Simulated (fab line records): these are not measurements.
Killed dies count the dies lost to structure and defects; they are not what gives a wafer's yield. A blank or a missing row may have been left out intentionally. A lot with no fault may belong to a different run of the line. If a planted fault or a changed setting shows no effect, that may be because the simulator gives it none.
Which of the tools did it?	flow gf180mcu	route of 602 steps, sampled at 1 step: 14 lots, 42 wafers

## WHAT EACH GAUGE READ, for each wafer
GF_VT_IMPLANT_RS_MEAS_49: measurement is done with a four-point probe.
lot	measured	on	MVPSD_RS (ohm/sq)
L383	day 7 13:47	filmMetro-04	1169.0 1164.9 1167.6
L385	day 8 03:48	filmMetro-04	1167.5 1168.4 1168.6
L384	day 8 05:05	filmMetro-04	1169.0 1164.4 1164.2
L386	day 8 11:11	filmMetro-02	1169.3 1166.9 1167.0
L387	day 8 18:28	filmMetro-04	1167.3 1168.3 1169.6
L388	day 8 22:28	filmMetro-02	1168.3 1169.4 1166.3
L391	day 9 21:23	filmMetro-02	1172.2 1168.2 1169.0
L393	day 10 13:49	filmMetro-04	1164.4 1167.6 1167.6
L395	day 11 00:07	filmMetro-02	1167.6 1168.6 1170.8
L396	day 11 05:32	filmMetro-02	1165.3 1163.7 1166.5
L397	day 11 15:01	filmMetro-04	1171.1 1168.6 1172.3
L398	day 11 20:56	filmMetro-04	1169.8 1172.0 1170.1
L399	day 12 02:35	filmMetro-03	1164.4 1164.2 1167.0
L401	day 12 15:11	filmMetro-02	1167.3 1167.9 1171.4

## TOOL THAT RAN EACH LOT (tool first, then ch and the chambers of the sampled wafers, then the start)
The record holds no process step before these readings.

## WHAT THE TOOLS THEMSELVES READ (means of the sampled wafers that have a number; where no wafer has one, the mark that the record gives instead)
The record holds no such reading with a usual standard deviation.

## THE ANSWER, worked out from the rows above alone
Rule: usual is defined by the lots themselves. Put in order of their means at a reading, lots are off if they are a third of the lots or fewer, leave a main group of 4 or more, and stand apart from it by a gap of 3 or more times the standard deviation of the main group's means; of several such gaps the widest counts. If all means in a main group match to the digits the tables above print for the reading, that group is not used. Also off: a lot with no number at a reading for which 4 or more lots have one. Any other lot the step has rows for is counted as sound. Order of review: gauges by route order, followed by the tools' own readings, for which a lot's mean as printed above is used. At the first step where some lot is off, the reading lying furthest off is the one used; lots without a number count as furthest.
Nothing can be told from this: no lot is off at any reading shown.

## WHAT HAD BEEN PUT IN BY THE SIMULATOR
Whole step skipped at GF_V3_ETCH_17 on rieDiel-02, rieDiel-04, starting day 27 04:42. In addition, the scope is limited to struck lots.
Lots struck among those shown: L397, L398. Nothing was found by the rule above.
